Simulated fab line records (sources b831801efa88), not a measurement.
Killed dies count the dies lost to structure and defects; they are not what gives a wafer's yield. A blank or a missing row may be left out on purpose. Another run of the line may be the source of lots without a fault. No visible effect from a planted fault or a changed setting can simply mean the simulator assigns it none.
What tool caused it?	flow gf180mcu	24 lots with 72 wafers sampled at 6 steps, on a route of 602 steps

WHAT THE GAUGES SHOWED, per wafer
GF_V2_THK_MEAS_01. Usual: V2_CVD_00_THK gives 599 nm (standard deviation 6.8).
lot	measured	on	V2_CVD_00_THK (nm)	flag
L074	day 19 03:21	filmMetro-04	597 600 606	
L075	day 19 15:33	filmMetro-03	597 598 595	
L076	day 19 23:23	filmMetro-02	597 594 600	
L077	day 20 09:08	filmMetro-04	605 600 607	
L078	day 21 06:20	filmMetro-04	594 596 613	
L079	day 21 12:31	filmMetro-03	595 601 594	
L080	day 22 01:16	filmMetro-04	599 612 603	
L081	day 22 09:06	filmMetro-03	604 591 606	
L082	day 22 11:18	filmMetro-02	606 601 589	
L083	day 22 19:22	filmMetro-02	594 596 588	
L084	day 23 01:34	filmMetro-03	604 599 597	
L085	day 23 15:17	filmMetro-04	602 603 608	
L086	day 23 21:01	filmMetro-03	603 600 599	
L087	day 24 03:58	filmMetro-03	593 596 595	
L088	day 24 16:01	filmMetro-04	596 596 590	
L089	day 25 05:14	filmMetro-02	599 589 596	
L090	day 25 05:41	filmMetro-02	616 598 620	
L091	day 25 12:07	filmMetro-04	600 594 590	
L092	day 25 17:58	filmMetro-03	599 590 589	
L093	day 26 02:47	filmMetro-04	594 597 599	
L094	day 26 07:06	filmMetro-04	605 608 599	
L095	day 26 13:20	filmMetro-03	607 610 609	
L096	day 26 18:11	filmMetro-04	609 606 600	
L097	day 27 01:29	filmMetro-04	583 586 594	

GF_V2_BOW_MEAS_05. Usual: V2_BOW gives 100 um (standard deviation 7.1).
lot	measured	on	V2_BOW (um)	flag
L074	day 19 03:52	filmMetro-03	107 114 108	
L075	day 19 16:04	filmMetro-04	99 94 106	
L076	day 19 23:53	filmMetro-02	100 103 103	
L077	day 20 09:37	filmMetro-04	92 91 97	
L078	day 21 06:50	filmMetro-02	93 98 90	
L079	day 21 13:01	filmMetro-03	107 103 106	
L080	day 22 01:46	filmMetro-04	95 100 103	
L081	day 22 09:38	filmMetro-03	97 94 103	
L082	day 22 11:54	filmMetro-02	93 97 98	
L083	day 22 19:53	filmMetro-02	98 104 106	
L084	day 23 02:05	filmMetro-03	111 101 106	
L085	day 23 15:46	filmMetro-04	97 101 93	
L086	day 23 21:31	filmMetro-04	91 90 105	
L087	day 24 04:28	filmMetro-03	108 100 108	
L088	day 24 16:31	filmMetro-04	103 93 93	
L089	day 25 05:44	filmMetro-03	103 108 111	
L090	day 25 06:11	filmMetro-03	104 89 101	
L091	day 25 12:38	filmMetro-04	91 90 90	
L092	day 25 18:28	filmMetro-02	93 91 93	
L093	day 26 03:18	filmMetro-04	104 106 97	
L094	day 26 07:37	filmMetro-03	116 104 108	
L095	day 26 13:50	filmMetro-03	103 99 96	
L096	day 26 18:45	filmMetro-04	108 89 111	
L097	day 27 02:01	filmMetro-03	99 98 101	

GF_M3_THK_MEAS_06: measures by xrf. Usual: M3_ALCU_THK gives 452 nm (standard deviation 6.9).
lot	measured	on	M3_ALCU_THK (nm)	flag
L074	day 20 05:31	filmMetro-03	459 461 457	
L075	day 20 17:45	filmMetro-02	450 445 452	
L076	day 21 02:23	filmMetro-02	459 453 446	
L077	day 21 11:31	filmMetro-02	448 447 446	
L078	day 22 08:34	filmMetro-03	467 463 452	
L079	day 22 14:28	filmMetro-01	453 454 456	
L080	day 23 02:55	filmMetro-02	447 449 454	
L081	day 23 11:37	filmMetro-03	458 453 457	
L082	day 23 12:43	filmMetro-02	448 458 451	
L083	day 23 20:27	filmMetro-03	450 449 452	
L084	day 24 04:14	filmMetro-03	448 459 453	
L085	day 24 15:42	filmMetro-02	441 442 436	
L086	day 24 22:11	filmMetro-02	443 445 441	
L087	day 25 04:01	filmMetro-03	451 452 452	
L088	day 25 15:43	filmMetro-02	455 449 452	
L089	day 26 05:35	filmMetro-03	462 450 460	
L090	day 26 06:11	filmMetro-01	445 443 442	
L091	day 26 11:26	filmMetro-01	453 448 451	
L092	day 26 17:47	filmMetro-01	447 459 456	
L093	day 27 02:08	filmMetro-01	453 458 454	
L094	day 27 05:52	filmMetro-01	438 445 444	
L095	day 27 12:16	filmMetro-02	449 446 451	
L096	day 27 16:59	filmMetro-03	464 468 465	
L097	day 27 23:46	filmMetro-03	465 462 461	

GF_M3_CD_MEAS_14 targets a cd of 280 nm. Usual: cdNm at 279.9 nm, with a standard deviation of 1.3.
lot	measured	on	cdNm (nm)	flag
L074	day 21 04:46	cdSem-02	282.0 283.0 284.0	
L075	day 21 17:45	cdSem-02	279.4 279.2 280.3	
L076	day 22 02:16	cdSem-02	278.6 279.7 279.3	
L077	day 22 11:10	cdSem-01	278.7 278.2 278.4	
L078	day 23 07:30	cdSem-02	281.3 280.1 281.4	
L079	day 23 13:02	cdSem-02	277.2 277.9 278.6	
L080	day 24 04:23	cdSem-01	279.2 278.8 279.4	
L081	day 24 09:59	cdSem-01	280.2 279.4 280.0	
L082	day 24 11:15	cdSem-01	280.9 279.6 280.2	
L083	day 24 18:49	cdSem-02	281.2 280.7 281.0	
L084	day 25 01:07	cdSem-01	280.6 279.6 279.4	
L085	day 25 13:22	cdSem-01	278.3 278.2 277.9	
L086	day 25 19:10	cdSem-01	279.1 278.9 280.0	
L087	day 26 00:17	cdSem-02	280.6 279.7 281.9	
L088	day 26 12:50	cdSem-01	281.6 280.5 280.5	
L089	day 27 01:47	cdSem-02	279.5 279.8 279.3	
L090	day 27 02:07	cdSem-01	277.8 277.8 278.1	
L091	day 27 06:52	cdSem-01	281.7 280.1 280.3	
L092	day 27 14:07	cdSem-02	279.0 280.0 279.2	
L093	day 27 22:39	cdSem-02	280.8 279.8 279.7	
L094	day 28 01:08	cdSem-01	281.7 281.5 280.7	
L095	day 28 07:43	cdSem-02	279.6 279.4 279.7	
L096	day 28 13:10	cdSem-02	279.3 279.5 279.9	
L097	day 28 18:16	cdSem-02	282.2 282.5 282.1	

EACH LOT AND THE TOOL THAT RAN IT (in order: tool; ch and the chambers of the sampled wafers; start)
lot	GF_V1_ETCH_17	GF_M2_METAL_ETCH_16
L074	rieDiel-04 ch 0,3, day 19 02:39 or earlier	rieMetal-04 ch 0,1, day 19 02:39
L075	rieDiel-03 ch 1,3, day 19 14:51 or earlier	rieMetal-02 ch 0,1, day 19 14:51
L076	rieDiel-03 ch 1,2,3, day 19 22:37 or earlier	rieMetal-03 ch 0,1, day 19 22:37
L077	rieDiel-03 ch 0,1,2, day 20 08:25 or earlier	rieMetal-02 ch 0,1, day 20 08:25
L078	rieDiel-01 ch 0,1,3, day 21 05:37 or earlier	rieMetal-04 ch 0,1, day 21 05:37
L079	rieDiel-04 ch 0,2,3, day 21 11:49 or earlier	rieMetal-02 ch 0,1, day 21 11:49
L080	rieDiel-01 ch 1,2,3, day 22 00:31 or earlier	rieMetal-03 ch 0,1, day 22 00:31
L081	rieDiel-01 ch 2,3, day 22 07:58 or earlier	rieMetal-04 ch 0,1, day 22 07:58
L082	rieDiel-01 ch 1,2,3, day 22 10:31 or earlier	rieMetal-03 ch 0,1, day 22 10:31
L083	rieDiel-03 ch 0,1,2, day 22 18:35 or earlier	rieMetal-02 ch 0, day 22 18:35
L084	rieDiel-01 ch 1,2, day 23 00:51 or earlier	rieMetal-02 ch 0,1, day 23 00:51
L085	rieDiel-01 ch 1,3, day 23 14:25 or earlier	rieMetal-04 ch 0, day 23 14:25
L086	rieDiel-03 ch 0,3, day 23 20:10 or earlier	rieMetal-04 ch 0, day 23 20:10
L087	rieDiel-04 ch 1,3, day 24 03:03 or earlier	rieMetal-02 ch 1, day 24 03:03
L088	rieDiel-01 ch 1,2,3, day 24 15:11 or earlier	rieMetal-03 ch 0, day 24 15:11
L089	rieDiel-01 ch 0,1, day 25 04:24 or earlier	rieMetal-03 ch 0, day 25 04:24
L090	rieDiel-04 ch 1,2,3, day 25 04:58 or earlier	rieMetal-04 ch 0,1, day 25 04:58
L091	rieDiel-03 ch 0,2,3, day 25 11:17 or earlier	rieMetal-02 ch 0,1, day 25 11:17
L092	rieDiel-04 ch 0,2,3, day 25 17:16 or earlier	rieMetal-03 ch 0,1, day 25 17:16
L093	rieDiel-03 ch 0,2, day 26 02:05 or earlier	rieMetal-03 ch 0,1, day 26 02:05
L094	rieDiel-01 ch 1,2,3, day 26 06:24 or earlier	rieMetal-02 ch 0,1, day 26 06:24
L095	rieDiel-04 ch 1,2,3, day 26 12:16 or earlier	rieMetal-03 ch 0,1, day 26 12:16
L096	rieDiel-01 ch 0,1,2, day 26 17:28 or earlier	rieMetal-04 ch 0,1, day 26 17:28
L097	rieDiel-01 ch 0,1, day 27 00:40 or earlier	rieMetal-04 ch 1, day 27 00:40
- GF_V1_ETCH_17: etches SiO2 in C4F8/O2/Ar, stops on TiN, target depth 630 nm.
- GF_M2_METAL_ETCH_16: etches the open film in Cl2/BCl3, stops on SiO2, target depth 627.5 nm, time 104.6 s.

AS READ BY THE TOOLS THEMSELVES (means over the sampled wafers that have a number; for cases with no such wafer, the mark the record gives instead)
GF_V1_ETCH_17. Usual: oesProductAu at 0.856 a.u., with a standard deviation of 0.0046.
lot	tool	oesProductAu (a.u.)	flag
L074	rieDiel-04	0.848	
L075	rieDiel-03	0.854	
L076	rieDiel-03	0.853	
L077	rieDiel-03	0.854	
L078	rieDiel-01	0.853	
L079	rieDiel-04	0.853	
L080	rieDiel-01	0.852	
L081	rieDiel-01	0.856	
L082	rieDiel-01	0.856	
L083	rieDiel-03	0.863	
L084	rieDiel-01	0.857	
L085	rieDiel-01	0.854	
L086	rieDiel-03	0.855	
L087	rieDiel-04	0.855	
L088	rieDiel-01	0.854	
L089	rieDiel-01	0.855	
L090	rieDiel-04	0.855	
L091	rieDiel-03	0.855	
L092	rieDiel-04	0.858	
L093	rieDiel-03	0.854	
L094	rieDiel-01	0.858	
L095	rieDiel-04	0.857	
L096	rieDiel-01	0.861	
L097	rieDiel-01	0.859	

GF_M2_METAL_ETCH_16. Usual: drypumpMotorCurrentA 5.6 A, standard deviation 0.34; oesProductAu 0.973 a.u., standard deviation 0.0059; throttleValvePct 28.249 %, standard deviation 0.011.
lot	tool	drypumpMotorCurrentA (A)	oesProductAu (a.u.)	throttleValvePct (%)	flag
L074	rieMetal-04	5.5	0.975	28.252	
L075	rieMetal-02	5.9	0.979	28.235	
L076	rieMetal-03	5.4	0.977	28.241	
L077	rieMetal-02	5.9	0.974	28.258	
L078	rieMetal-04	5.2	0.965	28.264	
L079	rieMetal-02	5.9	0.965	28.261	
L080	rieMetal-03	5.5	0.980	28.236	
L081	rieMetal-04	5.5	0.973	28.250	
L082	rieMetal-03	5.4	0.973	28.246	
L083	rieMetal-02	6.0	0.972	28.249	
L084	rieMetal-02	5.9	0.971	28.243	
L085	rieMetal-04	5.8	0.972	28.261	
L086	rieMetal-04	5.8	0.977	28.247	
L087	rieMetal-02	5.6	0.967	28.247	
L088	rieMetal-03	5.6	0.972	28.255	
L089	rieMetal-03	5.6	0.974	28.245	
L090	rieMetal-04	5.2	0.964	28.260	
L091	rieMetal-02	5.7	0.976	28.259	
L092	rieMetal-03	5.4	0.970	28.262	
L093	rieMetal-03	5.4	0.980	28.234	
L094	rieMetal-02	5.8	0.969	28.250	
L095	rieMetal-03	5.5	0.975	28.246	
L096	rieMetal-04	5.2	0.977	28.246	
L097	rieMetal-04	4.9	0.966	28.255	

THE ANSWER, worked out from the rows above alone
Rule: a lot is off if the mean of its wafers that have a number lies more than 3 standard deviations from the usual mean. A lot without any number at a reading at which 4 lots or more have one is off too. Where the step has rows for the other lots, those lots are counted as sound. After the gauges, taken in route order, come the tools' own readings; for these a lot's mean is taken, as printed above. At the first step where some lot is off, the reading lying furthest off is the one used; lots without a number count as furthest.
Across all readings shown, no lot is off: no conclusion can be drawn from this.

WHAT WAS PUT IN BY THE SIMULATOR
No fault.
